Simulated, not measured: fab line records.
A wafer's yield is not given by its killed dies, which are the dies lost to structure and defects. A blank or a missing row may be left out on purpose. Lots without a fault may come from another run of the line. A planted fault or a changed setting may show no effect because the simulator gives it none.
Which tool was responsible?    flow sky130    Sampling: 12 lots, 36 wafers, 5 of 708 route steps

== WHAT THE GAUGES READ, wafer by wafer ==
SKY_VT_ADJUST_PCH_OVL_MEAS_07.
lot   measured      on          VT_ADJUST_PCH_OVL (nm)
L504  day 10 06:01  overlay-02  0.2 0.4 0.8
L505  day 10 13:52  overlay-01  -1.7 0.3 -0.3
L509  day 11 21:31  overlay-01  -2.3 -2.7 -3.3
L512  day 13 01:39  overlay-02  -0.3 -0.5 -1.9
L513  day 13 06:52  overlay-01  -1.3 -0.2 -0.7
L514  day 13 13:43  overlay-01  0.2 -0.9 -0.6
L515  day 13 23:01  overlay-02  -1.2 0.4 0.4
L516  day 14 07:46  overlay-02  -1.3 0.2 0.1
L517  day 14 11:37  overlay-02  -0.3 1.7 0.0
L518  day 14 17:40  overlay-02  0.7 -0.9 0.5
L525  day 17 02:43  overlay-01  -1.3 -2.0 -2.8
L526  day 17 16:17  overlay-02  -1.6 -0.2 -0.4

SKY_SONOS_ONO_THK_MEAS_03.
lot   measured      on            SONOS_ONO_CVD_02_THK (nm)
L504  day 11 09:43  filmMetro-04  10.50 10.38 10.57
L505  day 11 17:34  filmMetro-03  10.67 10.79 10.72
L509  day 13 09:48  filmMetro-03  10.54 10.54 10.42
L512  day 14 11:59  filmMetro-04  10.70 10.52 10.55
L513  day 14 11:58  filmMetro-03  10.55 10.38 10.34
L514  day 15 02:15  filmMetro-04  10.67 10.66 10.51
L515  day 15 14:44  filmMetro-01  10.63 10.56 10.58
L516  day 15 14:44  filmMetro-03  10.52 10.42 10.40
L517  day 16 01:17  filmMetro-03  10.39 10.49 10.64
L518  day 16 01:17  filmMetro-01  10.56 10.50 10.64
L525  day 18 14:23  filmMetro-03  9.85 9.83 9.81
L526  day 19 15:19  filmMetro-04  9.84 9.88 9.84

== TOOL THAT RAN EACH LOT (tool first, then ch and the chambers of the sampled wafers, then the start) ==
lot   SKY_VT_ADJUST_LVTN_STRIP_09          SKY_VT_ADJUST_LVTN_STRIP_20          SKY_SONOS_ONO_CVD_02
L504  plasmaAsher-02 ch 0,1, day 6 18:51   plasmaAsher-01 ch 0,1, day 7 14:24   lpcvd-02 ch 0, day 11 08:38
L505  plasmaAsher-01 ch 0,1, day 7 02:29   plasmaAsher-04 ch 0,1, day 7 20:53   lpcvd-02 ch 0, day 11 16:31
L509  plasmaAsher-04 ch 0,1, day 8 03:06   plasmaAsher-04 ch 0,1, day 9 00:20   lpcvd-02 ch 1, day 13 08:45
L512  plasmaAsher-02 ch 0,1, day 9 03:10   plasmaAsher-02 ch 0,1, day 10 01:56  lpcvd-02 ch 1, day 14 10:55
L513  plasmaAsher-02 ch 0,1, day 9 08:19   plasmaAsher-01 ch 0,1, day 10 06:00  lpcvd-02 ch 0, day 14 10:55
L514  plasmaAsher-01 ch 0,1, day 9 13:58   plasmaAsher-02 ch 0,1, day 10 13:13  lpcvd-02 ch 0, day 15 01:11
L515  plasmaAsher-01 ch 0,1, day 9 22:01   plasmaAsher-04 ch 0,1, day 10 20:13  lpcvd-02 ch 0, day 15 13:41
L516  plasmaAsher-01 ch 0,1, day 10 05:10  plasmaAsher-04 ch 1, day 11 05:10    lpcvd-02 ch 0, day 15 13:41
L517  plasmaAsher-04 ch 0,1, day 10 09:52  plasmaAsher-04 ch 0,1, day 11 08:39  lpcvd-02 ch 1, day 16 00:14
L518  plasmaAsher-02 ch 0,1, day 10 14:56  plasmaAsher-04 ch 1, day 11 15:06    lpcvd-02 ch 0, day 16 00:14
L525  plasmaAsher-01 ch 0,1, day 12 19:35  plasmaAsher-01 ch 0,1, day 13 20:35  lpcvd-02 ch 1, day 18 13:19
L526  plasmaAsher-01 ch 0,1, day 13 06:25  plasmaAsher-04 ch 0, day 14 07:41    lpcvd-02 ch 1, day 19 14:16
- SKY_VT_ADJUST_LVTN_STRIP_09: strips in O2/N2.
- SKY_VT_ADJUST_LVTN_STRIP_20: strips in O2/N2.
- SKY_SONOS_ONO_CVD_02: deposits Si3N4 from DCS/NH3, target thk 10.5 nm, time 180 s.

== AS READ BY THE TOOLS THEMSELVES (means over the sampled wafers that have a number; for cases with no such wafer, the mark the record gives instead) ==
SKY_VT_ADJUST_LVTN_STRIP_09.
lot   tool            drypumpMotorCurrentA (A)  oesProductAu (a.u.)  stripTimeToEndpointS (s)
L504  plasmaAsher-02  5.8                       0.724                36.78
L505  plasmaAsher-01  5.6                       0.726                36.90
L509  plasmaAsher-04  5.8                       0.721                36.87
L512  plasmaAsher-02  5.8                       0.723                37.01
L513  plasmaAsher-02  5.8                       0.720                37.01
L514  plasmaAsher-01  6.0                       0.721                36.83
L515  plasmaAsher-01  5.7                       0.720                36.87
L516  plasmaAsher-01  5.6                       0.722                36.91
L517  plasmaAsher-04  5.8                       0.723                36.95
L518  plasmaAsher-02  5.8                       0.722                36.79
L525  plasmaAsher-01  5.6                       0.725                36.81
L526  plasmaAsher-01  5.6                       0.719                36.89

SKY_VT_ADJUST_LVTN_STRIP_20.
lot   tool            drypumpMotorCurrentA (A)  oesProductAu (a.u.)  stripTimeToEndpointS (s)
L504  plasmaAsher-01  5.9                       0.714                14.15
L505  plasmaAsher-04  6.2                       0.718                14.16
L509  plasmaAsher-04  5.8                       0.714                14.23
L512  plasmaAsher-02  5.8                       0.714                14.18
L513  plasmaAsher-01  6.0                       0.712                14.09
L514  plasmaAsher-02  5.8                       0.713                14.14
L515  plasmaAsher-04  6.2                       0.715                14.18
L516  plasmaAsher-04  6.6                       0.716                14.24
L517  plasmaAsher-04  5.7                       0.716                14.16
L518  plasmaAsher-04  6.6                       0.714                14.13
L525  plasmaAsher-01  5.6                       0.714                14.20
L526  plasmaAsher-04  5.3                       0.712                14.20

SKY_SONOS_ONO_CVD_02.
lot   tool      zonePowerTopPct (%)  zonePowerUpperPct (%)
L504  lpcvd-02  25.0                 12.02
L505  lpcvd-02  24.8                 11.94
L509  lpcvd-02  29.1                 12.48
L512  lpcvd-02  29.1                 12.34
L513  lpcvd-02  25.1                 12.16
L514  lpcvd-02  25.5                 12.16
L515  lpcvd-02  25.4                 11.96
L516  lpcvd-02  25.1                 12.07
L517  lpcvd-02  29.2                 12.46
L518  lpcvd-02  25.2                 11.98
L525  lpcvd-02  28.9                 12.61
L526  lpcvd-02  29.0                 12.44

== THE ANSWER, worked out from the rows above alone ==
Rule: the usual values come from the lots themselves. Put in order of their means at a reading, lots are off if they are a third of the lots or fewer, leave a main group of 4 or more, and stand apart from it by a gap of 3 or more times the standard deviation of the main group's means; of several such gaps the widest counts. If all means in a main group match to the digits the tables above print for the reading, that group is not used. A lot without any number at a reading at which 4 lots or more have one is off too. All remaining lots with rows at the step are treated as sound. Order of review: gauges by route order, followed by the tools' own readings, for which a lot's mean as printed above is used. The first step at which some lot is off is used, and at that step the reading that is off furthest; a lot without a number counts as furthest.
Off: at SKY_SONOS_ONO_THK_MEAS_03 (SONOS_ONO_CVD_02_THK), L525, L526. Mean 10.54 nm and standard deviation 0.086 in the main group.
A tool fits if, at a process step before that reading, it ran every lot that is off, and no sound lot after the first of them. The gauges at SKY_SONOS_ONO_THK_MEAS_03 are tried like those tools. Undecided on this evidence; 2 tools fit (plasmaAsher-01 at SKY_VT_ADJUST_LVTN_STRIP_09, lpcvd-02 at SKY_SONOS_ONO_CVD_02).

== WHAT THE SIMULATOR HAD PUT IN ==
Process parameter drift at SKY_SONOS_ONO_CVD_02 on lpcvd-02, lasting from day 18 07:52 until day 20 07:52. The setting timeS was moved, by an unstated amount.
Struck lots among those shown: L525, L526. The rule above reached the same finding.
